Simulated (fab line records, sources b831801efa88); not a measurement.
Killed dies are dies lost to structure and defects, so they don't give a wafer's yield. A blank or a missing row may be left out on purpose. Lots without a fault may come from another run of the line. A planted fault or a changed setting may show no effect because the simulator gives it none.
fab line records | flow sky130
record lots=11 wafers=33 last_day=50
route steps=708 shown VIA4@660 METAL5@667 PASSIVATION@683
lots that met no fault: from a run of the same line without faults
start_h: hours from the record's first day to the start of the lot's first wafer shown | wait_h: hours since the lot's step before | " the same as in the row above | L1.1+2: a row that stands for several wafers | - no value, or no start given | * or withheld: withheld | < > ~ a bound
route shown NAME@n: a module of which the file shows steps, and the number in the route of the first | usual: mean/standard deviation of fault-free wafers | same: alike in all rows | chamber/n: place in a boat | sites: the reading at each site | _std_site: their standard deviation | _edge_site: outer sites' mean less inner sites' | radius_mm: how far each site lies from the wafer's centre | mask NAME#n: copy n | behind: the tool/chamber that last shaped the wafer | hold: why the lot was held/for how many hours/how that ended | device: the transistor (n, p or np) that didn't switch | end of line: the same wafers' tests at the end of the route | a step without rows: its recipe alone | killed: dies lost to structure and defects at the first sort, not the wafer's yield | map: a wafer's dies, x killed, . not, _ none there
set.NAME: the setting as run; set.NAME@STEP: as run at that earlier step | model.NAME: the simulator's own value behind a step, which no gauge read
steps of the route over a sample of lots; a table a step, a row a wafer
services: from which hour (start_h, from the record's first day; less than 0 if before it) a tool's chamber was out of use, for how many hours, and why
## steps
# step SKY_VIA4_CMP_21
# recipe stop_on=SiO2 t_overpolish_s=25 down_force_psi=3.5 platen_rpm=60 target_thk_nm=0 pad_velocity_m_s=0.94248
# usual motor_current_A=10.5/0.79 overpolish_run_s=24.999/0.009 platen_rpm=60.00/0.042 slurry_filter_dp_kPa=13.51/0.13 time_to_endpoint_s=126/5.1
# columns lot.wafer tool chamber start_h wait_h motor_current_A overpolish_run_s platen_rpm slurry_filter_dp_kPa time_to_endpoint_s
L879.2 cmp-01 0 1009.36 0.0 12.0 24.992 59.98 13.46 126
L879.3 " 3 " " 11.0 25.006 60.03 13.59 121
L879.5 " 1 " " 9.1 24.993 59.96 13.65 123
L880.4 cmp-02 0 1014.48 0.1 9.2 24.999 60.04 13.40 119
L880.6 " 2 " " 10.8 24.997 59.97 13.53 123
L880.5 " 3 " " 10.5 24.996 59.99 13.52 131
L881.3 cmp-02 0 1017.46 0.1 9.9 25.008 60.02 13.35 121
L881.4 " 1 " " 11.0 24.985 60.02 13.55 129
L881.6 " 1 " " 11.1 25.010 60.00 13.43 129
L884.2 cmp-01 1 1045.96 0.0 9.7 24.992 59.89 13.16 124
L884.3 " 0 " " 11.3 25.005 59.98 13.38 123
L884.6 " 1 " " 9.6 24.981 59.91 13.60 130
L885.4 cmp-01 2 1051.01 0.0 9.8 24.999 60.03 13.62 126
L885.3 " 0 " " 11.6 24.998 60.02 13.46 120
L885.1 " 1 " " 9.5 24.991 60.06 13.34 126
L894.3 cmp-01 1 1101.63 0.0 9.8 24.993 59.91 13.68 125
L894.2 " 0 " " 11.8 25.007 60.04 13.43 119
L894.6 " 2 " " 10.1 25.002 59.98 13.31 127
L896.4 cmp-02 0 1114.66 0.2 9.8 25.011 59.98 13.56 115
L896.6 " 1 " " 10.9 25.005 59.98 13.25 129
L896.5 " 2 " " 11.3 25.001 60.07 13.46 126
L897.4 cmp-01 2 1123.87 0.1 9.8 24.984 60.01 13.35 129
L897.3 " 0 " " 11.8 24.981 59.95 13.53 122
L897.6 " 1 " " 10.1 25.008 60.04 13.29 128
L898.1 cmp-01 1 1126.46 0.1 9.3 24.998 59.97 13.61 133
L898.5 " 0 " " 11.5 24.996 59.96 13.47 126
L898.6 " 1 " " 10.1 24.993 60.02 13.67 129
L900.4 cmp-02 3 1137.31 0.1 10.9 25.007 60.06 13.60 131
L900.3 " 0 " " 9.7 25.003 60.04 13.65 113
L900.5 " 3 " " 10.4 24.994 60.10 13.57 130
L901.4 cmp-02 3 1139.28 0.1 10.9 25.005 60.05 13.36 131
L901.2 " 2 " " 11.1 25.003 60.00 13.30 120
L901.6 " 0 " " 9.3 25.009 59.92 13.61 117
# step SKY_METAL5_THK_MEAS_06
# recipe thk_meas_gauge=xrf reads=AlCu_of_METAL5_SPUTTER_02
# usual METAL5_ALCU_THK=1139/22
# columns lot.wafer tool chamber start_h wait_h METAL5_ALCU_THK[nm]
L879.2 film_metro-02 - 1009.96 0.1 1165
L879.3 " - " " 1192
L879.5 " - " " 1142
L880.4 film_metro-01 - 1014.99 0.1 1127
L880.5 " - " " 1130
L880.6 " - " " 1171
L881.3 film_metro-02 - 1018.06 0.1 1157
L881.4 " - " " 1151
L881.6 " - " " 1168
L884.2 film_metro-03 - 1046.56 0.1 1151
L884.3 " - " " 1128
L884.6 " - " " 1136
L885.1 film_metro-02 - 1051.60 0.1 1145
L885.3 " - " " 1141
L885.4 " - " " 1152
L894.2 film_metro-01 - 1102.24 0.1 1147
L894.3 " - " " 1135
L894.6 " - " " 1145
L896.4 film_metro-02 - 1115.13 0.1 1128
L896.5 " - " " 1177
L896.6 " - " " 1150
L897.3 film_metro-01 - 1124.43 0.1 1133
L897.4 " - " " 1097
L897.6 " - " " 1110
L898.1 film_metro-02 - 1127.01 0.1 1131
L898.5 " - " " 1146
L898.6 " - " " 1133
L900.3 film_metro-03 - 1137.87 0.1 1095
L900.4 " - " " 1102
L900.5 " - " " 1107
L901.2 film_metro-02 - 1139.87 0.1 1100
L901.4 " - " " 1126
L901.6 " - " " 1128
# step SKY_METAL5_METAL_ETCH_15
# recipe target_depth_a=12600 stop_on=SiO2 over_etch_frac=0.2 time_s=252 chemistry=Cl2/BCl3 resist_sidewall_deg=86 pressure_mtorr=10 icp_w=900 bias_w=48.5 Cl2_flow_sccm=60 bcl3_flow_sccm=30
# usual drypump_motor_current_A=5.6/0.33 oes_product_au=0.894/0.0053 throttle_valve_pct=22.264/0.01
# columns lot.wafer tool chamber start_h wait_h drypump_motor_current_A oes_product_au rf_hours_counter_h throttle_valve_pct
L879.2 rie_metal-02 1 1032.20 0.0 5.7 0.899 9 22.264
L879.3 " 1 " " 5.7 0.888 - 22.243
L879.5 " 0 " " 5.9 0.896 - 22.267
L880.4 rie_metal-04 1 1037.38 0.1 5.0 0.897 - 22.260
L880.5 " 1 " " 5.0 0.894 - 22.264
L880.6 " 0 " " 5.6 0.896 - 22.255
L881.3 rie_metal-02 0 1041.33 0.1 6.0 0.898 - 22.268
L881.4 " 1 " " 5.7 0.896 - 22.266
L881.6 " 0 " " 6.0 0.894 - 22.263
L884.2 rie_metal-03 0 1068.25 0.0 5.8 0.899 14 22.268
L884.3 " 1 " " 5.5 0.894 - 22.259
L884.6 " 0 " " 5.8 0.891 - 22.275
L885.1 rie_metal-02 1 1072.75 0.1 5.7 0.890 12 22.274
L885.3 " 1 " " 5.7 0.888 - 22.256
L885.4 " 1 " " 5.7 0.899 - 22.283
L894.2 rie_metal-04 0 1122.45 0.0 5.7 0.893 24 22.276
L894.3 " 1 " " 4.9 0.889 - 22.284
L894.6 " 0 " " 5.6 0.896 - 22.280
L896.4 rie_metal-02 0 1134.28 0.1 6.0 0.892 - 22.259
L896.5 " 0 " " 6.0 0.893 - 22.242
L896.6 " 1 " " 5.7 0.894 - 22.261
L897.3 rie_metal-03 1 1143.25 0.1 5.5 0.898 - 22.256
L897.4 " 0 " " 5.8 0.890 - 22.260
L897.6 " 0 " " 5.8 0.888 - 22.273
L898.1 rie_metal-02 1 1145.87 0.0 5.7 0.895 17 22.261
L898.5 " 0 " " 5.9 0.881 - 22.282
L898.6 " 1 " " 5.7 0.893 - 22.290
L900.3 rie_metal-04 0 1156.23 0.1 5.6 0.887 - 22.254
L900.4 " 1 " " 4.9 0.891 - 22.260
L900.5 " 1 " " 5.0 0.892 - 22.269
L901.2 rie_metal-02 0 1157.62 0.0 6.0 0.879 6 22.275
L901.4 " 0 " " 6.0 0.901 - 22.279
L901.6 " 0 " " 5.9 0.898 - 22.259
# step SKY_PASSIVATION_CVD_02
# recipe material=Si3N4 target_thk_nm=540 temp_c=400 time_s=withheld rf_w=450
# usual heater_power_w=781/150
# columns lot.wafer tool chamber start_h wait_h heater_power_w
L879.2 pecvd-01 0 1033.24 0.0 816
L879.3 " 1 " " 672
L879.5 " 2 " " 687
L880.4 pecvd-01 0 1038.32 0.1 799
L880.5 " 1 " " 660
L880.6 " 2 " " 696
L881.3 pecvd-01 1 1042.16 0.0 602
L881.4 " 1 " " 612
L881.6 " 2 " " 626
L884.2 pecvd-03 1 1069.16 0.0 974
L884.3 " 2 " " 974
L884.6 " 1 " " 1004
L885.1 pecvd-03 1 1073.89 0.1 971
L885.3 " 2 " " 925
L885.4 " 1 " " 1002
L894.2 pecvd-01 0 1123.41 0.0 814
L894.3 " 1 " " 657
L894.6 " 0 " " 689
L896.4 pecvd-03 1 1135.26 0.1 1006
L896.5 " 2 " " 992
L896.6 " 1 " " 838
L897.3 pecvd-03 0 1144.15 0.0 823
L897.4 " 0 " " 834
L897.6 " 2 " " 1017
L898.1 pecvd-04 1 1146.84 0.1 583
L898.5 " 1 " " 610
L898.6 " 2 " " 927
L900.3 pecvd-03 1 1157.07 0.0 1012
L900.4 " 2 " " 821
L900.5 " 0 " " 848
L901.2 pecvd-03 0 1158.62 0.0 826
L901.4 " 2 " " 995
L901.6 " 1 " " 827
# step SKY_PASSIVATION_THK_MEAS_03
# recipe reads=Si3N4_of_PASSIVATION_CVD_02
# usual PASSIVATION_CVD_02_THK=541/7.6
# columns lot.wafer tool chamber start_h wait_h PASSIVATION_CVD_02_THK[nm]
L879.2 film_metro-04 - 1033.48 - 530
L879.3 " - " " 543
L879.5 " - " " 543
L880.4 film_metro-03 - 1038.47 - 542
L880.5 " - " " 552
L880.6 " - " " 551
L881.3 film_metro-03 - 1042.41 - 540
L881.4 " - " " 550
L881.6 " - " " 544
L884.2 film_metro-04 - 1069.40 - 540
L884.3 " - " " 538
L884.6 " - " " 541
L885.1 film_metro-04 - 1074.12 - 539
L885.3 " - " " 537
L885.4 " - " " 540
L894.2 film_metro-02 - 1123.64 - 571
L894.3 " - " " 532
L894.6 " - " " 583
L896.4 film_metro-04 - 1135.52 - 535
L896.5 " - " " 539
L896.6 " - " " 535
L897.3 film_metro-02 - 1144.40 - 546
L897.4 " - " " 548
L897.6 " - " " 552
L898.1 film_metro-04 - 1147.07 - 523
L898.5 " - " " 530
L898.6 " - " " 539
L900.3 film_metro-04 - 1157.32 - 540
L900.4 " - " " 553
L900.5 " - " " 554
L901.2 film_metro-04 - 1158.85 - 547
L901.4 " - " " 551
L901.6 " - " " 551
## services
# columns tool chamber start_h hours kind
cmp-02 - 986.37 7.9 pm
rie_metal-03 - 992.67 2.0 repair
rie_metal-02 1 1007.36 17.4 repair
pecvd-04 - 1027.23 2.8 pm
rie_metal-02 0 1028.66 1.0 repair
cmp-02 - 1030.35 15.0 pm
pecvd-04 - 1040.73 6.0 pm
pecvd-03 2 1045.47 16.5 scheduled_down
cmp-02 - 1051.01 0.7 repair
cmp-02 - 1057.14 1.4 repair
cmp-01 - 1059.04 3.9 pm
pecvd-04 - 1059.85 0.8 repair
rie_metal-02 0 1067.44 - clean
rie_metal-02 0 1067.44 13.9 scheduled_down
rie_metal-02 0 1067.44 13.9 vent_cycle
cmp-02 - 1069.56 0.3 repair
cmp-02 - 1084.11 4.0 pm
cmp-02 - 1088.11 - consumable_replace:conditioner
cmp-02 - 1088.11 - consumable_replace:pad
pecvd-01 0 1107.42 12.6 repair
rie_metal-04 - 1126.43 0.4 repair
pecvd-03 0 1133.58 8.3 repair
cmp-01 - 1135.02 1.6 repair
cmp-01 - 1142.19 9.7 repair
## key
first_sign step=SKY_PASSIVATION_THK_MEAS_03 reading=PASSIVATION_CVD_02_THK direction=up sigmas=4.8 usual=541 struck=577
effect none on later readings
met_at SKY_PASSIVATION_CVD_02
struck_lots L894
struck_wafers L894.2,L894.6
not_acting_at SKY_VIA4_CMP_21,SKY_METAL5_THK_MEAS_06,SKY_METAL5_METAL_ETCH_15
onset_between 1038.32 1123.41
fault kind=process_parameter_drift tool=pecvd-01 chamber=0 onset_h=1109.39 steps=SKY_PASSIVATION_CVD_02 channel=target_thk_nm offset=25.062 shape=step end_h=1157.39 acts_in=these_recipes_only stated=540
